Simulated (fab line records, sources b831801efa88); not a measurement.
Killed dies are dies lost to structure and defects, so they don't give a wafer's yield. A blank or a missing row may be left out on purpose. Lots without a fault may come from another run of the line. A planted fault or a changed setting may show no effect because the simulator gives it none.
Tool commonality check | flow sky130 | 13 lots, 39 wafers sampled

WHY IT WAS OPENED
At SKY_LDD_LDN_TW_MEAS_13 the reading LDD_LDN_TW is flagged on 2 of 13 lots. Wafers without a fault read 1476, standard deviation 7.4.
Rule: a lot is flagged when every wafer of it that has a number lies more than 4 standard deviations from that mean, or none has a number. The other lots count as sound.

lot  | measured     | on            | LDD_LDN_TW, wafer by wafer | flag
L223 | day 23 14:59 | film_metro-03 | 1482 1479 1480             |
L224 | day 23 18:26 | film_metro-04 | 1472 1462 1470             |
L225 | day 24 16:46 | film_metro-03 | 1577 1572 1583             | FLAGGED
L226 | day 24 23:05 | film_metro-04 | 1570 1561 1569             | FLAGGED
L234 | day 27 16:53 | film_metro-03 | 1485 1478 1473             |
L235 | day 27 19:00 | film_metro-03 | 1473 1473 1478             |
L236 | day 28 06:20 | film_metro-04 | 1478 1478 1478             |
L237 | day 28 23:22 | film_metro-03 | 1472 1468 1470             |
L238 | day 29 02:32 | film_metro-04 | 1472 1460 1466             |
L240 | day 29 14:45 | film_metro-01 | 1479 1487 1481             |
L241 | day 29 22:13 | film_metro-01 | 1475 1490 1479             |
L242 | day 30 08:53 | film_metro-03 | 1495 1487 1486             |
L244 | day 31 12:13 | film_metro-01 | 1467 1475 1471             |
The numbers of the flagged lots are 1572 on average: +96 against the usual, or +13 standard deviations.

WHICH TOOL RAN EACH LOT
The record holds 1 process step before the reading, out of a route of 708 steps. In each cell: the tool, then ch and the chambers that the sampled wafers went through, then the start.
lot  | flag    | SKY_LDD_LDN_IMPLANT_09
L223 |         | implanter-04 ch 0, day 23 14:26
L224 |         | implanter-02 ch 0, day 23 17:54
L225 | FLAGGED | implanter-02 ch 0, day 24 16:13
L226 | FLAGGED | implanter-02 ch 0, day 24 22:32
L234 |         | implanter-03 ch 0, day 27 16:20
L235 |         | implanter-03 ch 0, day 27 18:29
L236 |         | implanter-02 ch 0, day 28 05:49
L237 |         | implanter-04 ch 0, day 28 22:51
L238 |         | implanter-03 ch 0, day 29 01:59
L240 |         | implanter-02 ch 0, day 29 14:14
L241 |         | implanter-04 ch 0, day 29 21:40
L242 |         | implanter-03 ch 0, day 30 08:22
L244 |         | implanter-02 ch 0, day 31 11:40
What these steps do:
- SKY_LDD_LDN_IMPLANT_09
- SKY_LDD_LDN_TW_MEAS_13

FLAGGED OVER TOTAL, TOOL BY TOOL (the gauges that took the reading come last)
step                   | tool          | lots run | flagged | share of the flagged lots | sound lots run after its first flagged lot
SKY_LDD_LDN_IMPLANT_09 | implanter-02  | 6        | 2       | all                       | 3 (L236,L240,L244)
SKY_LDD_LDN_IMPLANT_09 | implanter-03  | 4        | 0       | none                      | -
SKY_LDD_LDN_IMPLANT_09 | implanter-04  | 3        | 0       | none                      | -
SKY_LDD_LDN_TW_MEAS_13 | film_metro-01 | 3        | 0       | none                      | -
SKY_LDD_LDN_TW_MEAS_13 | film_metro-03 | 6        | 1       | some                      | 4 (L234,L235,L237,L242)
SKY_LDD_LDN_TW_MEAS_13 | film_metro-04 | 4        | 1       | some                      | 2 (L236,L238)

WHAT THE TABLE ALLOWS
1 row of the table ran every flagged lot: implanter-02 at SKY_LDD_LDN_IMPLANT_09.
- implanter-02 at SKY_LDD_LDN_IMPLANT_09: 2 of its 6 lots flagged. Sound lots ran on it after the first flagged one (L236, L240, L244), which a lasting fault on the whole tool wouldn't allow. Its own readings lie more than 4 standard deviations out on every wafer of the flagged lots: dose_ions_cm2, faraday_current_uA.
No row of the table ran every flagged lot and no sound lot after the first.

WHAT THE SIMULATOR HAD PUT IN
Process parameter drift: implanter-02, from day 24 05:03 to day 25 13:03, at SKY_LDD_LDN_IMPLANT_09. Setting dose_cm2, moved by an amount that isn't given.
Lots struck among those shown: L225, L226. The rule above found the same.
